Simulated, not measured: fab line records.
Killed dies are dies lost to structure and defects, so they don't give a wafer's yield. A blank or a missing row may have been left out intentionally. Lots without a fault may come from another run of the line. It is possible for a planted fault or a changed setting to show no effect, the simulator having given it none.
Comparing a struck lot with a sound one	flow gf180mcu	14 steps out of a route of 602
Sound: these wafers, L699.1, L699.3, L699.5. Wafers struck: L692.1, L692.2, L692.4. Last of all comes the cause.
Order at every step that has rows: each side's tool, ch and its chambers, its first start. Under that, the readings that differ: sound wafers	struck wafers	difference of the means	sigmas: that difference in standard deviations of wafers without a fault.
alike: readings with means less than 2 such deviations apart, plus words and numbers identical on both sides. not compared: withheld readings, readings lacking a value on some wafer, bounds such as >300 that could conceal the same value, and numbers that have no deviation in the record and whose values overlap.
The two part at a step that has a row with sigmas, a row that says differs or no value, or rows on one side only. Numbers that have no deviation but don't overlap get no sigmas and don't part them. Lack of a reading on every wafer of one side parts them only where that side has two or more wafers.

first, 2 steps without rows for these wafers: GF_V4_STRIP_19 (strips in post etch residue remover, time 1200 s); GF_V4_CLEAN_20 (cleans in DIW).
GF_V4_SPUTTER_21: material Ti, target thk 15 nm, time 80.02 s.
  struck on pvd-sputter-02, day 29 04:08; sound on pvd-sputter-02, day 31 02:28
  alike: cathode-dc-power-W, chamber-pressure-pa, throttle-valve-pct
then, 2 steps without rows for these wafers: GF_V4_SPUTTER_22 (material TiN, target thk 10 nm, time 40 s); GF_V4_CVD_23 (deposits W, target thk 350 nm, time 104.9 s).
GF_V4_RS_MEAS_24: measurement is done with a four-point probe.
  struck on film-metro-01, day 29 04:20; sound on film-metro-01, day 31 02:41
  alike: V4_W_RS
GF_V4_THK_MEAS_25: measures by xrf.
  struck on film-metro-01, day 29 04:28; sound on film-metro-01, day 31 02:49
  alike: V4_W_THK
GF_V4_CMP_26: polishes, stops on SiO2, t overpolish 15 s, target thk 0 nm.
  sound on cmp-01 ch 2,3, day 31 03:16; struck on cmp-02 ch 0,1,3, day 29 04:44
  alike: motor-current-A, overpolish-run-s, slurry-flow-ml-min, time-to-endpoint-s
GF_MIM_SPUTTER_00: material Ti, target thk 37.5 nm, time 150 s.
  struck on pvd-sputter-02, day 29 05:02; sound on pvd-sputter-03, day 31 03:34
  alike: cathode-dc-power-W, chamber-pressure-pa, throttle-valve-pct
GF_MIM_SPUTTER_01: material TiN, target thk 30 nm, time 25 s.
  struck on pvd-sputter-02, day 29 05:08; sound on pvd-sputter-03, day 31 03:40
  alike: cathode-dc-power-W, chamber-pressure-pa, throttle-valve-pct
then, 2 steps without rows for these wafers: GF_MIM_SPUTTER_02 (material AlCu, target thk 450 nm, time 23.9 s); GF_MIM_SPUTTER_03 (material Ti, target thk 10 nm, time 6.406 s).
GF_MIM_SPUTTER_04: material TiN, target thk 50 nm, time 41.7 s.
  struck on pvd-sputter-02, day 29 05:13; sound on pvd-sputter-03, day 31 03:45
  no value came back on the struck wafers for cathode-dc-power-W (W), chamber-pressure-pa (Pa), throttle-valve-pct (%); on the sound wafers cathode-dc-power-W (W) reads 6499.3 6500.3 6499.3
GF_MIM_CVD_05: deposits Si3N4, target thk 42 nm, time 29.086 s.
  sound on pecvd-03 ch 1,2, day 31 03:47; struck on pecvd-01 ch 0,2, day 29 05:15
  alike: heater-power-w, temp-max-c

WHERE THEY PART
GF_MIM_SPUTTER_04 only, going by this record. Later steps at which nothing parts them and some readings are alike: GF_MIM_CVD_05.

WHY: what the simulator had put in
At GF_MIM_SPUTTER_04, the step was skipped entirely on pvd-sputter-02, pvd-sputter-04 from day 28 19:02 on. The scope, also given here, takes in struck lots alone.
